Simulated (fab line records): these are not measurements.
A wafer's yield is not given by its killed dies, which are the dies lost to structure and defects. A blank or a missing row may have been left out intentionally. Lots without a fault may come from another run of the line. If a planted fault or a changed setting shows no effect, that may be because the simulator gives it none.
fab line records | flow sky130
record lots=6 wafers=18 lastDay=49
route steps=708 shown NWELL@82 PWDE@84 VT_ADJUST_HVTP@85 VT_ADJUST_LVTN@97 PAD_OPEN@708
lots with no fault: from the same line, run without faults
startH: hours from the record's opening day to when the first of the lot's shown wafers began | waitH: hours since the lot's step before | " the same as in the row above | L1.1+2: one row covering several wafers at once | - no value, or no start given | * or withheld: withheld | < > ~ a bound
route shown NAME@n: NAME is a module with steps in the file, n the number in the route of the first one | usual: mean and standard deviation over wafers with no fault | same: alike in all rows | chamber/n: place in a boat | sites: each site's reading | _std_site: standard deviation across them | _edge_site: inner sites' mean taken away from outer sites' mean | radiusMm: for every site, how far away it sits from the centre of the wafer | mask NAME#n: copy n | behind: tool/chamber where the wafer was last shaped | hold: reason for holding the lot/hours on hold/outcome of the hold | device: whichever transistor did not switch (one of n, p or np) | end of line: tests run on the same wafers once the route is complete | a step without rows: its recipe alone | killed: dies lost to structure and defects at the first sort, not the wafer's yield | map: per-die view of a wafer (x killed, . not killed, _ where there is no die)
set.NAME: the run value of the setting; set.NAME@STEP: its run value at that earlier step | model.NAME: the simulator's own value behind a step, which no gauge read
lots at some steps of the route; a table a step, a row a wafer
services: from which hour (startH, from the record's first day; less than 0 if before it) a tool's chamber was out of use, for how many hours, and why
## steps
# step SKY_NWELL_RS_MEAS_29
# recipe thkMeasGauge=four-point-probe
# usual NWELL_RS=624.8/1.5
# columns lot.wafer tool chamber startH waitH NWELL_RS[ohm/sq]
L380.2 filmMetro-02 - 115.38 0.1 625.5
L380.5 " - " " 624.5
L380.6 " - " " 624.8
L381.1 filmMetro-03 - 118.91 0.1 624.5
L381.5 " - " " 625.0
L381.6 " - " " 625.0
L387.1 filmMetro-03 - 157.93 0.1 625.7
L387.2 " - " " 623.9
L387.4 " - " " 624.1
L388.4 filmMetro-01 - 164.32 0.1 626.8
L388.5 " - " " 624.4
L388.6 " - " " 625.2
L394.1 filmMetro-01 - 199.38 0.2 624.2
L394.4 " - " " 624.3
L394.5 " - " " 625.7
L396.3 filmMetro-02 - 213.01 0.1 623.5
L396.4 " - " " 625.2
L396.5 " - " " 623.0
# step SKY_NWELL_RS_MEAS_31
# recipe thkMeasGauge=four-point-probe
# usual PWDE_RS=5280/19
# columns lot.wafer tool chamber startH waitH PWDE_RS[ohm/sq]
L380.2 filmMetro-02 - 115.62 0.1 5279
L380.5 " - " " 5277
L380.6 " - " " 5283
L381.1 filmMetro-03 - 119.15 0.1 5256
L381.5 " - " " 5241
L381.6 " - " " 5243
L387.1 filmMetro-03 - 158.17 0.1 5278
L387.2 " - " " 5309
L387.4 " - " " 5302
L388.4 filmMetro-01 - 164.56 0.1 5245
L388.5 " - " " 5256
L388.6 " - " " 5249
L394.1 filmMetro-01 - 199.62 0.1 5300
L394.4 " - " " 5309
L394.5 " - " " 5305
L396.3 filmMetro-02 - 213.25 0.1 5299
L396.4 " - " " 5295
L396.5 " - " " 5271
# step SKY_VT_ADJUST_HVTP_DEHYDRATE_00
# recipe tempC=200 timeS=60
# step SKY_VT_ADJUST_HVTP_HMDS_01
# recipe primeTimeS=60 primeTempC=120
# step SKY_VT_ADJUST_HVTP_COAT_02
# recipe resist=NOVOLAK spinRpm=3000 resistThkNm=1140
# step SKY_VT_ADJUST_HVTP_SOFTBAKE_03
# recipe tempC=90 timeS=60 resist=NOVOLAK
# step SKY_VT_ADJUST_HVTP_EXPOSE_04
# recipe maskId=HVTPM na=0.6 sourceShape=conventional sigmaOuter=0.6 polarization=unpolarized targetCdNm=380 doseMj=140
# step SKY_VT_ADJUST_HVTP_PEB_05
# recipe tempC=withheld timeS=* resist=NOVOLAK
# step SKY_VT_ADJUST_HVTP_DEVELOP_06
# recipe resist=NOVOLAK developer=TMAH developTimeS=60 devTempC=23
# step SKY_VT_ADJUST_HVTP_CD_MEAS_07
# recipe targetCdNm=380
# usual cdNm=379.5/2.3
# columns lot.wafer tool chamber startH waitH cdNm
L380.2 cdSem-02 - 134.50 0.1 378.2
L380.5 " - " " 377.6
L380.6 " - " " 379.1
L381.1 cdSem-02 - 138.07 0.1 378.7
L381.5 " - " " 376.5
L381.6 " - " " 380.1
L387.1 cdSem-02 - 178.22 0.1 382.6
L387.2 " - " " 384.6
L387.4 " - " " 380.8
L388.4 cdSem-02 - 184.88 0.1 375.6
L388.5 " - " " 376.2
L388.6 " - " " 378.4
L394.1 cdSem-01 - 221.32 0.1 379.6
L394.4 " - " " 382.4
L394.5 " - " " 378.9
L396.3 cdSem-01 - 235.17 0.1 380.9
L396.4 " - " " 379.9
L396.5 " - " " 378.5
# step SKY_VT_ADJUST_HVTP_OVL_MEAS_08
# usual VT_ADJUST_HVTP_OVL=1.3/1.3
# columns lot.wafer tool chamber startH waitH VT_ADJUST_HVTP_OVL[nm]
L380.2 overlay-02 - 134.60 0.1 1.7
L380.5 " - " " 2.5
L380.6 " - " " 1.5
L381.1 overlay-01 - 138.19 0.1 -1.8
L381.5 " - " " -0.1
L381.6 " - " " 0.6
L387.1 overlay-02 - 178.34 0.1 3.8
L387.2 " - " " 3.8
L387.4 " - " " 2.4
L388.4 overlay-01 - 184.95 0.1 0.3
L388.5 " - " " 0.2
L388.6 " - " " 0.2
L394.1 overlay-01 - 221.44 0.1 -0.8
L394.4 " - " " 2.5
L394.5 " - " " 3.1
L396.3 overlay-01 - 235.26 0.1 -0.1
L396.4 " - " " 0.8
L396.5 " - " " 0.7
# step SKY_VT_ADJUST_HVTP_IMPLANT_09
# recipe species=As energyKev=150 doseCm2=4.3e+12 tiltDeg=withheld
# usual doseIonsCm2=4.299e+12/5.1e+09 endStationPressureTorr=5.02e-06/2.8e-07 faradayCurrentUA=24.2/0.49
# columns lot.wafer tool chamber startH waitH doseIonsCm2 endStationPressureTorr faradayCurrentUA
L380.2 implanter-01 0 134.66 0.0 4.295e+12 4.93e-06 24.6
L380.5 " 0 " " 4.295e+12 4.97e-06 24.5
L380.6 " 0 " " 4.301e+12 5.23e-06 23.0
L381.1 implanter-01 0 138.22 0.0 4.296e+12 4.84e-06 24.5
L381.5 " 0 " " 4.298e+12 4.69e-06 24.4
L381.6 " 0 " " 4.297e+12 4.96e-06 24.0
L387.1 implanter-01 0 178.37 0.0 4.31e+11 5.29e-06 2.4
L387.2 " 0 " " 4.27e+11 5.29e-06 2.4
L387.4 " 0 " " 4.29e+11 4.85e-06 2.4
L388.4 implanter-01 0 185.05 0.1 4.25e+11 4.83e-06 2.5
L388.5 " 0 " " 4.26e+11 5.03e-06 2.4
L388.6 " 0 " " 4.28e+11 5.22e-06 2.3
L394.1 implanter-02 0 221.47 0.0 4.294e+12 5.09e-06 24.0
L394.4 " 0 " " 4.293e+12 5.05e-06 24.1
L394.5 " 0 " " 4.295e+12 5.37e-06 23.9
L396.3 implanter-02 0 235.33 0.1 4.295e+12 4.72e-06 24.3
L396.4 " 0 " " 4.302e+12 5.19e-06 23.8
L396.5 " 0 " " 4.3e+12 5.24e-06 24.0
# step SKY_VT_ADJUST_HVTP_STRIP_10
# recipe chemistry=O2/N2 powerW=1400 pressureMtorr=1500 platenTempC=withheld o2FlowSccm=3000 n2FlowSccm=300 overashFraction=0.5
# usual drypumpMotorCurrentA=5.5/0.39 oesProductAu=0.715/0.0042 stripTimeToEndpointS=14.18/0.043
# columns lot.wafer tool chamber startH waitH drypumpMotorCurrentA oesProductAu rfHoursCounterH stripTimeToEndpointS
L380.2 plasmaAsher-01 1 134.78 0.1 5.0 0.716 47 14.18
L380.5 " 0 " " 5.1 0.711 - 14.21
L380.6 " 1 " " 5.0 0.718 - 14.22
L381.1 plasmaAsher-04 0 138.37 0.1 5.1 0.716 1 14.18
L381.5 " 1 " " 5.3 0.719 - 14.22
L381.6 " 0 " " 5.1 0.713 - 14.20
L387.1 plasmaAsher-04 1 178.52 0.1 5.3 0.714 4 14.19
L387.2 " 0 " " 5.1 0.715 4 14.23
L387.4 " 1 " " 5.3 0.716 - 14.18
L388.4 plasmaAsher-03 0 185.15 0.1 6.1 0.716 - 14.18
L388.5 " 1 " " 5.3 0.718 - 14.18
L388.6 " 0 " " 6.1 0.721 - 14.13
L394.1 plasmaAsher-03 1 221.62 0.1 5.4 0.720 54 14.20
L394.4 " 1 " " 5.3 0.721 - 14.25
L394.5 " 0 " " 6.1 0.723 - 14.27
L396.3 plasmaAsher-04 1 235.47 0.1 5.4 0.712 - 14.12
L396.4 " 0 " " 5.1 0.710 - 14.17
L396.5 " 1 " " 5.4 0.713 - 14.16
# step SKY_VT_ADJUST_HVTP_TW_MEAS_11
# usual VT_ADJUST_HVTP_TW=1361/7
# columns lot.wafer tool chamber startH waitH VT_ADJUST_HVTP_TW
L380.2 filmMetro-04 - 134.89 0.1 1358
L380.5 " - " " 1361
L380.6 " - " " 1361
L381.1 filmMetro-02 - 138.47 0.1 1360
L381.5 " - " " 1363
L381.6 " - " " 1350
L387.1 filmMetro-03 - 178.62 0.1 665
L387.2 " - " " 667
L387.4 " - " " 671
L388.4 filmMetro-04 - 185.25 0.1 656
L388.5 " - " " 655
L388.6 " - " " 649
L394.1 filmMetro-03 - 221.72 0.1 1366
L394.4 " - " " 1369
L394.5 " - " " 1365
L396.3 filmMetro-02 - 235.55 0.1 1358
L396.4 " - " " 1359
L396.5 " - " " 1354
# step SKY_VT_ADJUST_LVTN_DEHYDRATE_00
# recipe tempC=200 timeS=60
# step SKY_PAD_OPEN_PROBE_99
# usual killed_at_M0_to_M3=44/7.3 killed_at_M4_up=3.0/1.9 killedAtContacts=24/5 killedAtFrontEnd=16/4.5 killedAtOther=0.3/0.46 killedDies=87/10 killedOnRim=17/3.5 killedOpen=47/8.3 killedShort=39/6.4
# same grossDies=492 killedAtBackSide=0
# columns lot.wafer tool chamber startH waitH killed_at_M0_to_M3 killed_at_M4_up killedAtContacts killedAtFrontEnd killedAtOther killedDies killedOnRim killedOpen killedShort
L394.1 prober-01 - 1166.23 0.1 49 4 23 14 1 91 17 42 49
L394.4 prober-01 - 1166.38 0.2 47 0 19 20 0 86 24 40 46
L394.5 prober-01 - 1166.43 0.2 41 3 32 12 0 88 21 48 40
# killed by level:class
L394.1 METAL1:geometricParticle:short=12 VIA1:geometricParticle:open=8 LI_CONTACT:geometricParticle:open=6 VIA3:geometricParticle:open=6 POLY_GATE:geometricParticle:short=5 LOCAL_INTERCONNECT:geometricParticle:short=5 METAL2:geometricParticle:short=5 CONTACT:geometricParticle:open=4
L394.4 VIA3:geometricParticle:open=9 LI_CONTACT:geometricParticle:open=8 VIA1:geometricParticle:open=7 METAL1:geometricParticle:short=7 POLY_GATE:geometricParticle:short=6 VIA1:geometricParticle:short=6 FIELD_ISO:geometricParticle:short=5 METAL2:geometricParticle:short=5
L394.5 CONTACT:geometricParticle:open=12 LOCAL_INTERCONNECT:geometricParticle:short=10 VIA1:geometricParticle:open=7 POLY_GATE:geometricParticle:open=6 VIA2:geometricParticle:open=6 METAL1:geometricParticle:short=5 VIA3:geometricParticle:open=5 LI_CONTACT:geometricParticle:open=5
## services
# columns tool chamber startH hours kind
plasmaAsher-04 0 117.75 - clean
plasmaAsher-04 1 117.75 - clean
plasmaAsher-04 - 120.03 15.6 pm
implanter-01 - 139.97 4.0 repair
implanter-01 - 146.63 3.8 repair
implanter-01 - 189.25 6.6 pm
plasmaAsher-04 - 190.68 2.8 pm
implanter-01 - 202.40 3.2 repair
plasmaAsher-04 - 219.36 8.6 pm
implanter-01 - 235.23 2.3 repair
## key
firstSign step=SKY_VT_ADJUST_HVTP_IMPLANT_09 reading=doseIonsCm2 direction=down sigmas=99+ usual=* struck=*
effect step=SKY_VT_ADJUST_HVTP_IMPLANT_09 reading=faradayCurrentUA direction=down sigmas=45 usual=24.2 struck=2.4
effect step=SKY_VT_ADJUST_HVTP_TW_MEAS_11 reading=VT_ADJUST_HVTP_TW direction=down sigmas=99+ usual=1361 struck=661
metAt SKY_VT_ADJUST_HVTP_IMPLANT_09
struckWafers L387.1,L387.2,L387.4,L388.4,L388.5,L388.6
testerLeftOut L387,L388
onsetBetween 138.22 178.37
fault kind=processParameterDrift tool=implanter-01 chamber=- onsetH=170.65 steps=SKY_VT_ADJUST_HVTP_IMPLANT_09 channel=doseCm2 offset=* shape=step endH=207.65 actsIn=* stated=*
# testerLeftOut: of these lots the tester's yield and bins aren't shown, on N5 and GAA mostly nor the transistor test; their killed dies are dies lost to structure and defects alone, not to doping, threshold or leakage, so they don't give the yield
